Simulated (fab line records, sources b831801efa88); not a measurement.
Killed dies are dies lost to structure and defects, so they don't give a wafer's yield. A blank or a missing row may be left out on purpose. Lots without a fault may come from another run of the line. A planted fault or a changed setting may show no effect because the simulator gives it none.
fab line records | flow sky130
record lots=13 wafers=39 last_day=50
route steps=708 shown NWELL@34 VT_ADJUST_HVTP@95 VT_ADJUST_LVTN@106 VT_ADJUST_NCORE@127
lots that met no fault: from a run of the same line without faults
start_h: hours from the record's first day to the start of the lot's first wafer shown | wait_h: hours since the lot's step before | " the same as in the row above | L1.1+2: a row that stands for several wafers | - no value, or no start given | * or withheld: withheld | < > ~ a bound
route shown NAME@n: a module of which the file shows steps, and the number in the route of the first | usual: mean/standard deviation of fault-free wafers | same: alike in all rows | chamber/n: place in a boat | sites: the reading at each site | _std_site: their standard deviation | _edge_site: outer sites' mean less inner sites' | radius_mm: how far each site lies from the wafer's centre | mask NAME#n: copy n | behind: the tool/chamber that last shaped the wafer | hold: why the lot was held/for how many hours/how that ended | device: the transistor (n, p or np) that didn't switch | end of line: the same wafers' tests at the end of the route | a step without rows: its recipe alone | killed: dies lost to structure and defects at the first sort, not the wafer's yield | map: a wafer's dies, x killed, . not, _ none there
set.NAME: the setting as run; set.NAME@STEP: as run at that earlier step | model.NAME: the simulator's own value behind a step, which no gauge read
steps of the route over a sample of lots; a table a step, a row a wafer
services: from which hour (start_h, from the record's first day; less than 0 if before it) a tool's chamber was out of use, for how many hours, and why
## steps
# step SKY_NWELL_THK_MEAS_02
# recipe reads=SiO2_of_NWELL_OXIDATION_01
# usual NWELL_OXIDATION_THK=10.08/0.19
# columns lot.wafer tool chamber start_h wait_h NWELL_OXIDATION_THK[nm]
L824.2 film_metro-03 - 38.24 0.0 10.18
L824.3 " - " " 9.95
L824.5 " - " " 10.06
L825.4 film_metro-02 - 41.46 0.0 10.17
L825.5 " - " " 9.84
L825.6 " - " " 9.85
L827.1 film_metro-03 - 51.34 0.0 9.64
L827.3 " - " " 10.06
L827.6 " - " " 9.78
L828.1 film_metro-03 - 60.94 0.0 10.03
L828.2 " - " " 10.11
L828.5 " - " " 10.05
L829.2 film_metro-02 - 64.91 0.0 10.10
L829.3 " - " " 10.12
L829.6 " - " " 10.01
L830.1 film_metro-02 - 68.19 0.0 10.04
L830.3 " - " " 10.05
L830.4 " - " " 10.03
L831.1 film_metro-03 - 74.77 0.0 9.79
L831.2 " - " " 9.89
L831.3 " - " " 9.87
L834.3 film_metro-02 - 86.41 0.0 10.23
L834.4 " - " " 10.29
L834.6 " - " " 10.35
L841.4 film_metro-02 - 124.85 0.0 10.47
L841.5 " - " " 10.54
L841.6 " - " " 10.54
L843.1 film_metro-01 - 138.03 0.0 10.03
L843.5 " - " " 9.98
L843.6 " - " " 10.07
L844.1 film_metro-02 - 139.42 0.0 10.04
L844.2 " - " " 10.04
L844.3 " - " " 10.19
L845.3 film_metro-01 - 142.44 0.0 10.02
L845.4 " - " " 9.95
L845.5 " - " " 9.90
L847.1 film_metro-03 - 155.58 0.0 9.91
L847.3 " - " " 9.99
L847.6 " - " " 9.94
# step SKY_VT_ADJUST_HVTP_STRIP_10
# recipe chemistry=O2/N2 power_w=1400 pressure_mtorr=1500 platen_temp_c=withheld o2_flow_sccm=3000 n2_flow_sccm=300 overash_fraction=0.5
# usual drypump_motor_current_A=5.5/0.39 o2_flow_sccm=2999/8.8 oes_product_au=0.716/0.0046 strip_time_to_endpoint_s=14.18/0.036
# same overash_fraction=0.5
# columns lot.wafer tool chamber start_h wait_h drypump_motor_current_A o2_flow_sccm oes_product_au rf_hours_counter_h strip_time_to_endpoint_s
L824.2 plasma_asher-04 1 124.77 0.1 5.3 2994 0.720 44 14.22
L824.3 " 0 " " 5.3 3015 0.718 - 14.19
L824.5 " 0 " " 5.3 3009 0.718 - 14.24
L825.4 plasma_asher-03 1 128.26 0.1 5.4 2990 0.718 - 14.21
L825.5 " 0 " " 6.5 3005 0.716 - 14.20
L825.6 " 1 " " 5.3 2987 0.716 - 14.20
L827.1 plasma_asher-02 0 139.09 0.1 5.5 2993 0.721 47 14.22
L827.3 " 0 " " 5.5 2994 0.711 - 14.22
L827.6 " 1 " " 5.4 3002 0.716 - 14.17
L828.1 plasma_asher-02 0 152.88 0.1 5.5 3005 0.716 48 14.22
L828.2 " 1 " " 5.4 3003 0.713 48 14.20
L828.5 " 1 " " 5.4 2991 0.719 - 14.20
L829.2 plasma_asher-02 0 155.39 0.1 5.5 3014 0.712 48 14.11
L829.3 " 1 " " 5.4 2999 0.713 - 14.15
L829.6 " 1 " " 5.4 3011 0.723 - 14.14
L830.1 plasma_asher-03 1 159.59 0.1 5.3 3005 0.714 33 14.17
L830.3 " 1 " " 5.4 3007 0.723 - 14.17
L830.4 " 0 " " 6.4 2992 0.719 - 14.22
L831.1 plasma_asher-03 1 167.89 0.1 5.3 3000 0.714 34 14.19
L831.2 " 0 " " 6.5 2978 0.715 34 14.18
L831.3 " 0 " " 6.4 2998 0.713 - 14.21
L834.3 plasma_asher-04 0 182.26 0.1 5.3 3011 0.945 - -
L834.4 " 1 " " 5.3 3000 0.937 - -
L834.6 " 1 " " 5.3 2997 0.940 - -
L841.4 plasma_asher-02 1 227.02 0.1 5.4 2986 0.715 - 14.16
L841.5 " 1 " " 5.5 2992 0.713 - 14.13
L841.6 " 0 " " 5.5 3006 0.718 - 14.13
L843.1 plasma_asher-04 0 245.79 0.1 5.3 2994 0.721 56 14.18
L843.5 " 1 " " 5.3 3008 0.709 - 14.18
L843.6 " 0 " " 5.3 2999 0.716 - 14.20
L844.1 plasma_asher-04 0 247.27 0.1 5.3 2999 0.715 56 14.17
L844.2 " 1 " " 5.3 2992 0.719 56 14.16
L844.3 " 1 " " 5.3 3009 0.709 - 14.19
L845.3 plasma_asher-02 1 249.47 0.1 5.4 3008 0.717 - 14.16
L845.4 " 0 " " 5.5 2997 0.716 - 14.17
L845.5 " 0 " " 5.5 2980 0.710 - 14.15
L847.1 plasma_asher-04 0 266.37 0.1 5.3 3014 0.707 58 14.15
L847.3 " 0 " " 5.3 2998 0.712 - 14.16
L847.6 " 0 " " 5.3 3000 0.718 - 14.13
# step SKY_VT_ADJUST_LVTN_STRIP_09
# recipe chemistry=O2/N2 power_w=1400 pressure_mtorr=1500 platen_temp_c=withheld o2_flow_sccm=3000 n2_flow_sccm=300 overash_fraction=0.5
# usual drypump_motor_current_A=5.7/0.48 o2_flow_sccm=3000/8.9 oes_product_au=0.723/0.0048 strip_time_to_endpoint_s=36.91/0.13
# same overash_fraction=0.5
# columns lot.wafer tool chamber start_h wait_h drypump_motor_current_A o2_flow_sccm oes_product_au rf_hours_counter_h strip_time_to_endpoint_s
L824.2 plasma_asher-01 0 143.60 0.1 6.6 2995 0.722 2 36.73
L824.3 " 0 " " 6.6 2990 0.725 - 36.90
L824.5 " 1 " " 5.4 2997 0.720 - 36.82
L825.4 plasma_asher-03 0 146.90 0.1 6.4 2984 0.718 - 36.88
L825.5 " 1 " " 5.4 2992 0.726 - 36.87
L825.6 " 0 " " 6.4 2987 0.727 - 36.80
L827.1 plasma_asher-03 1 157.17 0.1 5.3 2991 0.727 33 36.92
L827.3 " 1 " " 5.4 2999 0.715 - 36.87
L827.6 " 0 " " 6.5 2997 0.722 - 36.93
L828.1 plasma_asher-02 1 173.25 0.1 5.4 3004 0.722 50 37.03
L828.2 " 0 " " 5.5 3002 0.719 50 36.90
L828.5 " 0 " " 5.5 3010 0.718 - 36.94
L829.2 plasma_asher-02 1 175.80 0.1 5.4 3007 0.721 50 37.00
L829.3 " 0 " " 5.5 3005 0.722 - 36.88
L829.6 " 0 " " 5.5 2992 0.721 - 36.99
L830.1 plasma_asher-02 0 179.37 0.1 5.5 2994 0.719 51 36.89
L830.3 " 1 " " 5.4 2981 0.723 - 36.83
L830.4 " 0 " " 5.5 2988 0.725 - 36.91
L831.1 plasma_asher-01 0 191.19 0.1 6.6 2983 0.724 7 36.90
L831.2 " 1 " " 5.4 2983 0.729 7 36.93
L831.3 " 0 " " 6.6 3005 0.717 - 36.81
L834.3 plasma_asher-02 0 204.58 0.1 5.5 2998 0.733 - 42.24
L834.4 " 1 " " 5.4 2992 0.725 - 42.23
L834.6 " 1 " " 5.4 3006 0.730 - 42.10
L841.4 plasma_asher-01 1 250.23 0.1 5.4 3005 0.717 - 37.00
L841.5 " 1 " " 5.4 3013 0.728 - 36.97
L841.6 " 0 " " 6.5 3014 0.722 - 36.94
L843.1 plasma_asher-01 1 268.70 0.1 5.4 2991 0.718 15 37.13
L843.5 " 0 " " 6.6 3002 0.727 - 37.03
L843.6 " 1 " " 5.4 2998 0.715 - 37.13
L844.1 plasma_asher-03 1 271.55 0.1 5.3 3019 0.719 44 37.02
L844.2 " 0 " " 6.5 2988 0.727 44 37.08
L844.3 " 1 " " 5.3 3017 0.725 - 37.12
L845.3 plasma_asher-01 1 273.89 0.1 5.4 3005 0.722 - 37.17
L845.4 " 0 " " 6.6 3021 0.720 - 37.11
L845.5 " 0 " " 6.5 3014 0.729 - 37.09
L847.1 plasma_asher-02 0 291.90 0.1 5.5 2991 0.716 60 36.94
L847.3 " 0 " " 5.5 3004 0.713 - 37.08
L847.6 " 1 " " 5.4 3006 0.725 - 36.95
# step SKY_VT_ADJUST_LVTN_TW_MEAS_10
# usual VT_ADJUST_LVTN_TW=241.7/1.7
# columns lot.wafer tool chamber start_h wait_h VT_ADJUST_LVTN_TW
L824.2 film_metro-01 - 143.71 0.1 241.0
L824.3 " - " " 241.7
L824.5 " - " " 241.1
L825.4 film_metro-04 - 147.00 0.1 238.1
L825.5 " - " " 239.8
L825.6 " - " " 239.3
L827.1 film_metro-04 - 157.27 0.1 238.2
L827.3 " - " " 240.1
L827.6 " - " " 239.7
L828.1 film_metro-03 - 173.35 0.1 243.5
L828.2 " - " " 243.2
L828.5 " - " " 243.0
L829.2 film_metro-04 - 175.91 0.1 239.0
L829.3 " - " " 236.6
L829.6 " - " " 237.3
L830.1 film_metro-01 - 179.47 0.1 241.4
L830.3 " - " " 240.7
L830.4 " - " " 241.1
L831.1 film_metro-01 - 191.29 0.1 242.9
L831.2 " - " " 243.2
L831.3 " - " " 242.8
L834.3 film_metro-01 - 204.67 0.1 29.9
L834.4 " - " " 30.1
L834.6 " - " " 30.0
L841.4 film_metro-03 - 250.33 0.1 244.2
L841.5 " - " " 243.5
L841.6 " - " " 244.0
L843.1 film_metro-03 - 268.80 0.1 243.9
L843.5 " - " " 241.8
L843.6 " - " " 242.5
L844.1 film_metro-01 - 271.65 0.1 243.8
L844.2 " - " " 241.6
L844.3 " - " " 241.8
L845.3 film_metro-01 - 273.97 0.1 241.7
L845.4 " - " " 243.3
L845.5 " - " " 240.6
L847.1 film_metro-04 - 292.00 0.1 241.8
L847.3 " - " " 242.4
L847.6 " - " " 241.6
# step SKY_VT_ADJUST_LVTN_OVL_MEAS_18
# usual VT_ADJUST_LVTN_01_OVL=-0.6/1.5
# columns lot.wafer tool chamber start_h wait_h VT_ADJUST_LVTN_01_OVL[nm]
L824.2 overlay-02 - 162.49 0.1 2.3
L824.3 " - " " 1.1
L824.5 " - " " 0.0
L825.4 overlay-02 - 166.10 0.1 -3.2
L825.5 " - " " -3.7
L825.6 " - " " -3.6
L827.1 overlay-02 - 177.86 0.1 -2.0
L827.3 " - " " -2.2
L827.6 " - " " -2.6
L828.1 overlay-02 - 193.73 0.1 0.7
L828.2 " - " " 0.4
L828.5 " - " " -1.1
L829.2 overlay-01 - 197.37 0.1 -1.7
L829.3 " - " " -0.3
L829.6 " - " " 0.0
L830.1 overlay-02 - 200.73 0.1 0.9
L830.3 " - " " 0.2
L830.4 " - " " 1.1
L831.1 overlay-01 - 212.56 0.1 -0.6
L831.2 " - " " -1.1
L831.3 " - " " 0.2
L834.3 overlay-02 - 226.38 0.1 -1.1
L834.4 " - " " -1.0
L834.6 " - " " -1.0
L841.4 overlay-02 - 274.63 0.1 1.0
L841.5 " - " " -0.9
L841.6 " - " " 0.3
L843.1 overlay-01 - 293.73 0.1 -3.1
L843.5 " - " " -0.9
L843.6 " - " " -2.0
L844.1 overlay-01 - 296.62 0.1 0.9
L844.2 " - " " 2.6
L844.3 " - " " 0.6
L845.3 overlay-01 - 299.13 0.1 1.5
L845.4 " - " " 3.2
L845.5 " - " " 0.6
L847.1 overlay-02 - 316.48 0.1 -1.5
L847.3 " - " " -2.1
L847.6 " - " " -1.9
# step SKY_VT_ADJUST_NCORE_OVL_MEAS_08
# usual VT_ADJUST_NCORE_OVL=0.1/1.4
# columns lot.wafer tool chamber start_h wait_h VT_ADJUST_NCORE_OVL[nm]
L824.2 overlay-01 - 183.54 0.1 0.8
L824.3 " - " " 0.7
L824.5 " - " " -0.3
L825.4 overlay-02 - 187.91 0.1 -0.6
L825.5 " - " " 1.0
L825.6 " - " " 1.5
L827.1 overlay-01 - 200.29 0.1 -2.4
L827.3 " - " " -1.0
L827.6 " - " " -1.1
L828.1 overlay-01 - 215.49 0.1 1.3
L828.2 " - " " 0.0
L828.5 " - " " 1.2
L829.2 overlay-01 - 219.39 0.1 0.4
L829.3 " - " " 1.3
L829.6 " - " " 1.1
L830.1 overlay-02 - 222.94 0.1 -0.5
L830.3 " - " " -2.0
L830.4 " - " " -0.2
L831.1 overlay-01 - 234.33 0.1 0.6
L831.2 " - " " 0.6
L831.3 " - " " 1.3
L834.3 overlay-02 - 249.80 0.1 -2.2
L834.4 " - " " -2.0
L834.6 " - " " -1.6
L841.4 overlay-02 - 300.76 0.1 3.2
L841.5 " - " " 3.0
L841.6 " - " " 2.2
L843.1 overlay-01 - 319.49 0.1 1.4
L843.5 " - " " -0.4
L843.6 " - " " -0.4
L844.1 overlay-02 - 322.69 0.1 -0.9
L844.2 " - " " -0.2
L844.3 " - " " -0.8
L845.3 overlay-02 - 325.50 0.1 -0.3
L845.4 " - " " -2.8
L845.5 " - " " 1.1
L847.1 overlay-01 - 342.74 0.1 -0.3
L847.3 " - " " -1.6
L847.6 " - " " -1.8
## services
# columns tool chamber start_h hours kind
plasma_asher-01 - 108.83 9.0 pm
plasma_asher-01 0 108.83 9.0 vent_cycle
plasma_asher-01 1 108.83 9.0 vent_cycle
plasma_asher-01 0 117.83 - clean
plasma_asher-01 1 117.83 - clean
plasma_asher-02 - 125.23 0.4 repair
plasma_asher-03 - 181.63 1.3 repair
plasma_asher-01 - 184.97 2.3 repair
plasma_asher-01 - 246.70 2.5 repair
## key
first_sign step=SKY_VT_ADJUST_HVTP_STRIP_10 reading=oes_product_au direction=up sigmas=49 usual=0.716 struck=0.941
effect step=SKY_VT_ADJUST_LVTN_STRIP_09 reading=strip_time_to_endpoint_s direction=up sigmas=42 usual=* struck=*
effect step=SKY_VT_ADJUST_LVTN_TW_MEAS_10 reading=VT_ADJUST_LVTN_TW direction=down sigmas=99+ usual=241.7 struck=30.0
met_at SKY_VT_ADJUST_HVTP_STRIP_10
struck_lots L834
sort_left_out L834.3,L834.4,L834.6
tester_left_out L834
not_acting_at SKY_NWELL_THK_MEAS_02,SKY_VT_ADJUST_LVTN_OVL_MEAS_18,SKY_VT_ADJUST_NCORE_OVL_MEAS_08
onset_between 124.77 182.26
fault kind=strip_aborted tool=plasma_asher-04 chamber=- onset_h=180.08 steps=SKY_VT_ADJUST_HVTP_STRIP_10 offset=0.59162 end_h=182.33
# tester_left_out: of these lots the tester's yield and bins aren't shown, on N5 and GAA mostly nor the transistor test; their killed dies are dies lost to structure and defects alone, not to doping, threshold or leakage, so they don't give the yield
# sort_left_out: the simulated sort isn't trusted on such a fault, so these wafers' sort isn't shown, and their yield isn't known
